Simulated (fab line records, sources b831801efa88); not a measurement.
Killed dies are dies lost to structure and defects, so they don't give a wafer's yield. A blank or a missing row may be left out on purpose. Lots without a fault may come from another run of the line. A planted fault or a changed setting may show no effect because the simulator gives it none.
Problem report in the 8D (eight disciplines) form, filled by code | flow gf180mcu | the parts of the form that need people (team, actions taken, sign-off) are left out

1. THE PROBLEM
chamber_pressure_Torr at GF_V3_CVD_23 reads a mean of 37.52 Torr on 1 wafer of 1 lot; wafers without a fault read 40.00 Torr with a standard deviation of 0.086. That is -29 standard deviations from the usual mean.
The step: deposits W, target thk 350 nm, time 104.9 s.
First seen on wafer L360.2, day 28 18:46, on cvd_w-02. The record holds 39 wafers of 13 lots with a number at this step. Rule for "out", or "out of limits": more than 4 standard deviations from the usual mean. The other wafers with a number count as sound.

2. WHAT IT IS AND WHAT IT IS NOT
question                    | is                    | is not
which readings at this step | chamber_pressure_Torr | heater_power_outer_w, heater_power_w
which lots                  | L360                  | L343, L345, L346, L348, L349, L351, L352, L361, L362, L364, L365, L366
which wafers of those lots  | L360.2                | L360.1, L360.3
read on which tools         | cvd_w-02              | cvd_w-01
when                        | from day 28 18:46     | up to then (23 sound wafers); but 15 sound wafers of L361, L362, L364, L365, L366 came after

3. SUSPECTS, AND WHAT RULES EACH OUT
Counting: a tool at a process step up to the reading stays a suspect if it ran every lot that is out. Sound lots after the first of them don't rule it out here, since some wafers of a struck lot are sound.
- pvd_sputter-01 at GF_V3_SPUTTER_22 (material TiN, target thk 10 nm, time 40 s): kept. It ran the lot that is out, L360 (day 28 18:44).
- cvd_w-02 at GF_V3_CVD_23 (deposits W, target thk 350 nm, time 104.9 s): kept. It ran the lot that is out, L360 (day 28 18:46); its last sound lot up to then is L346 (day 23 16:36). Its own readings are out on those wafers: chamber_pressure_Torr.
- Within cvd_w-02 at GF_V3_CVD_23: the wafers that are out ran in chamber 0; their sound lot-mates ran in chamber 1.
Left after counting: pvd_sputter-01 at GF_V3_SPUTTER_22, cvd_w-02 at GF_V3_CVD_23.

4. THE CAUSE (what the simulator had put in)
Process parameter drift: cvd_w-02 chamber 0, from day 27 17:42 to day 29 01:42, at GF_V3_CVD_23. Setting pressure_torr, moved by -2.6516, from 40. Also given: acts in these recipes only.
Counting left 2 suspects, and this tool is among them.

5. THE CHAIN OF EFFECTS, in route order
Each row: a reading whose mean over the struck wafers that have a number lies more than 3 standard deviations from the usual. Only readings for which the record gives a usual standard deviation are gone through. hours: the time from each lot's start at the first step in this table that gives one to its start at this step, as a median over the lots. sigmas: the change in usual standard deviations.
hours | step         | reading               | usual      | on struck wafers | change | sigmas
0     | GF_V3_CVD_23 | chamber_pressure_Torr | 40.00 Torr | 37.52            | -2.48  | -29
The process steps in it:
- GF_V3_CVD_23: deposits W, target thk 350 nm, time 104.9 s.

6. WHAT WOULD HAVE CAUGHT IT SOONER
In this record the first reading out of limits was taken at day 28 18:46, 25 hours after the fault began at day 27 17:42.
